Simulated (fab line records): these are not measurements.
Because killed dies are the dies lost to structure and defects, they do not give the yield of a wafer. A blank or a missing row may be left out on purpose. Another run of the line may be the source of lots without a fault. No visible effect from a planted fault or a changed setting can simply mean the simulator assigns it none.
Chamber matching | flow sky130 | 4 sister chambers for SKY_VIA1_CMP_24 on cmp-02
The step polishes, stops on SiO2, t overpolish 15 s, target thk 0 nm. 4 wafers are shown with their chamber, then 6 later ones without.

== WAFERS PAIRED WITH THEIR CHAMBERS ==
wafer  | chamber | motorCurrentA (A)
L867.5 | 3       | 9.5
L868.5 | 2       | 10.2
L870.2 | 1       | 13.3
L870.5 | 0       | 11.7

== WAFERS WITH NO CHAMBER GIVEN ==
wafer  | motorCurrentA (A)
L870.6 | 13.1
L871.1 | 10.7
L871.2 | 11.8
L871.3 | 13.1
L876.3 | 13.2
L879.6 | 12.0

== EACH ONE'S CHAMBER ==
wafer  | from the rows above     | in truth
L870.6 | 1                       | 1
L871.1 | can't be placed: 2 or 0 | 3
L871.2 | 0                       | 0
L871.3 | 1                       | 1
L876.3 | 1                       | 1
L879.6 | 0                       | 0
Placed correctly: 5 of 6. Can't be placed from these rows: 1 (the true chamber is among the candidates in 0). Number placed wrongly: 0.
How it was worked out, from the rows above alone: a wafer's distance from a chamber is the root of the sum, over the readings, of the square of ((its reading less the chamber's mean) divided by the reading's scatter). The wafer belongs to the nearest chamber; if the next one is less than 2 further off, it can't be placed. The mean given for a chamber averages the wafers shown for that chamber. The scatter: with one shown wafer a chamber, the root of the mean of the squares of how far each hidden wafer lies from its nearest shown one.
